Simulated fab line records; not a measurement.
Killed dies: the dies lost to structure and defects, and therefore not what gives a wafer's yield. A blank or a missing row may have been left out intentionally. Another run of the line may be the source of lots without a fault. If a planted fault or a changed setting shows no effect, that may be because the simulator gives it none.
A lot that was struck, set against a sound lot / flow sky130 / 16 steps out of a route of 708
Sound: wafers L390.1, L390.3, L390.5. Struck: wafers L395.2, L395.4 (left out: L395.6, a lot-mate that was not struck); the cause follows at the end.
At each step with rows: each side's tool, then ch and its chambers, then its first start. Under that, the readings that differ: sound wafers / struck wafers / difference of the means / sigmas: that difference in standard deviations of wafers without a fault.
alike: words and numbers the same on both sides, and readings whose means are apart by under 2 such deviations; not compared: readings that were withheld, readings missing a value for some wafer, numbers with overlapping values and no deviation given by the record, and bounds like >300 which may hide the same value.
A row with sigmas, a row that says differs or no value, or rows on one side alone: a step with any of these is where the two part. Non-overlapping numbers with no deviation appear without sigmas and do not part them. Lack of a reading on every wafer of one side parts them only where that side has two or more wafers.

SKY_METAL5_SPUTTER_03: material Ti, target thk 5 nm, time 3.3 s.
  struck on pvdSputter-03, day 45 09:35; sound on pvdSputter-03, day 44 01:28
  alike: throttleValvePct
SKY_METAL5_SPUTTER_04: material TiN, target thk 70 nm, time 58.3 s.
  struck on pvdSputter-03, day 45 09:36; sound on pvdSputter-03, day 44 01:29
  alike: throttleValvePct
SKY_METAL5_RS_MEAS_05: a four-point-probe measurement.
  struck on filmMetro-02, day 45 09:40; sound on filmMetro-02, day 44 01:32
  alike: METAL5_ALCU_RS
SKY_METAL5_THK_MEAS_06: measures by xrf.
  struck on filmMetro-02, day 45 09:47; sound on filmMetro-02, day 44 01:40
  alike: METAL5_ALCU_THK
then, 7 steps without rows for these wafers: SKY_METAL5_DEHYDRATE_07 (time 60 s); SKY_METAL5_HMDS_08 (prime time 60 s); SKY_METAL5_COAT_09 (resist thk 1800 nm); SKY_METAL5_SOFTBAKE_10 (time 60 s); SKY_METAL5_EXPOSE_11 (exposes mask MM5, target cd 1600 nm); SKY_METAL5_PEB_12; SKY_METAL5_DEVELOP_13 (develop time 60 s).
SKY_METAL5_DESCUM_14: chemistry O2, time 11 s.
  sound on rieMetal-01 ch 0,1, day 44 23:57; struck on rieMetal-01 ch 1, day 46 05:44
  alike: drypumpMotorCurrentA, oesProductAu, tempC
  not compared: rfHoursCounterH
SKY_METAL5_METAL_ETCH_15: etches the open film in Cl2/BCl3, stops on SiO2, target depth 1260 nm, time 252 s.
  sound on rieMetal-01 ch 0,1, day 44 23:59; struck on rieMetal-01 ch 1, day 46 05:46
reading=oesProductAu (a.u.); sound=0.894 0.890 0.891; struck=0.990 0.989; difference=+0.098; sigmas=+20
reading=runLengthS (s); sound=280.4 280.3 280.2; struck=256.4 256.8; difference=-23.7; sigmas=-26
reading=model.NOVOLAK_of_METAL5_COAT_09.thkNm (nm); sound=1033 1032 1025; struck=1127 1126; difference=+96; sigmas=
reading=model.METAL5.cdNm (nm); sound=1593 1593 1597; struck=1607 1614; difference=+16; sigmas=
  alike: drypumpMotorCurrentA, throttleValvePct
  not compared: rfHoursCounterH
SKY_METAL5_STRIP_16: strips in O2/N2.
  sound on plasmaAsher-02 ch 0,1, day 45 00:13; struck on plasmaAsher-01 ch 0,1, day 46 06:00
reading=stripTimeToEndpointS (s); sound=13.04 13.04 12.95; struck=14.13 14.12; difference=+1.12; sigmas=+9
  alike: drypumpMotorCurrentA, oesProductAu
  not compared: rfHoursCounterH
then, 1 step without rows for these wafers: SKY_METAL5_STRIP_17 (strips in post etch residue remover, time 1200 s).
SKY_PAD_OPEN_PROBE_99:
  struck on prober-02, day 48 00:43; sound on prober-01, day 46 21:53
reading=model.etest.met5.widthNm (nm); sound=1592 1591 1596; struck=1607 1612; difference=+16; sigmas=
  not compared: model.etest.met5Comb.leakLog10AUm

## WHERE THEY PART
At SKY_METAL5_METAL_ETCH_15 first; at SKY_METAL5_STRIP_16 last (within this record only).

WHY: what had been put in by the simulator
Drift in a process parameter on rieMetal-01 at SKY_METAL5_METAL_ETCH_15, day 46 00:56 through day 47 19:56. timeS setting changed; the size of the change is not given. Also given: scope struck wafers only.
